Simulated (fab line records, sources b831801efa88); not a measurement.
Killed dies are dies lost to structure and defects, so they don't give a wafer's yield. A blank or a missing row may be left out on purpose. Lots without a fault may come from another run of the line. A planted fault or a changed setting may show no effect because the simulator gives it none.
Chamber matching | flow sky130 | SKY_VIA1_CMP_02 on cmp-01: 4 sister chambers
The step polishes SiO2. 8 wafers are shown with their chamber, then 8 later ones without.

WAFERS WITH THEIR CHAMBER
wafer  | chamber | motor_current_A (A) | edge_zone_pressure_frac
L376.6 | 0       | 12.4                | 1.004
L382.2 | 0       | 12.4                | 1.003
L383.2 | 1       | 12.2                | 0.999
L383.5 | 2       | 11.3                | 1.000
L390.3 | 3       | 10.3                | 1.000
L390.5 | 1       | 12.1                | 1.000
L390.6 | 2       | 11.8                | 0.995
L396.1 | 3       | 9.9                 | 1.004

WAFERS WITHOUT THEIR CHAMBER
wafer  | motor_current_A (A) | edge_zone_pressure_frac
L396.3 | 12.4                | 1.000
L396.6 | 10.4                | 0.997
L397.1 | 11.3                | 1.003
L397.2 | 12.0                | 0.999
L397.5 | 11.5                | 0.991
L398.3 | 11.0                | 1.003
L398.5 | 12.3                | 0.994
L398.6 | 12.9                | 0.998

WHICH CHAMBER EACH WENT THROUGH
wafer  | from the rows above          | in truth
L396.3 | can't be placed: 1 or 0      | 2
L396.6 | 3                            | 3
L397.1 | can't be placed: 2 or 1      | 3
L397.2 | can't be placed: 1 or 2 or 0 | 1
L397.5 | can't be placed: 2 or 1      | 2
L398.3 | can't be placed: 2 or 3 or 1 | 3
L398.5 | can't be placed: 1 or 2 or 0 | 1
L398.6 | can't be placed: 0 or 1      | 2
Placed correctly: 1 of 8. Can't be placed from these rows: 7 (the true chamber is among the candidates in 4). Placed wrongly: 0.
How it was worked out, from the rows above alone: a wafer's distance from a chamber is the root of the sum, over the readings, of the square of ((its reading less the chamber's mean) divided by the reading's scatter). The wafer belongs to the nearest chamber; if the next one is less than 2 further off, it can't be placed. A chamber's mean is the mean of its shown wafers. The scatter: the root of (the sum of the squares of (reading less its chamber's mean) over the shown wafers, divided by (wafers less chambers)).
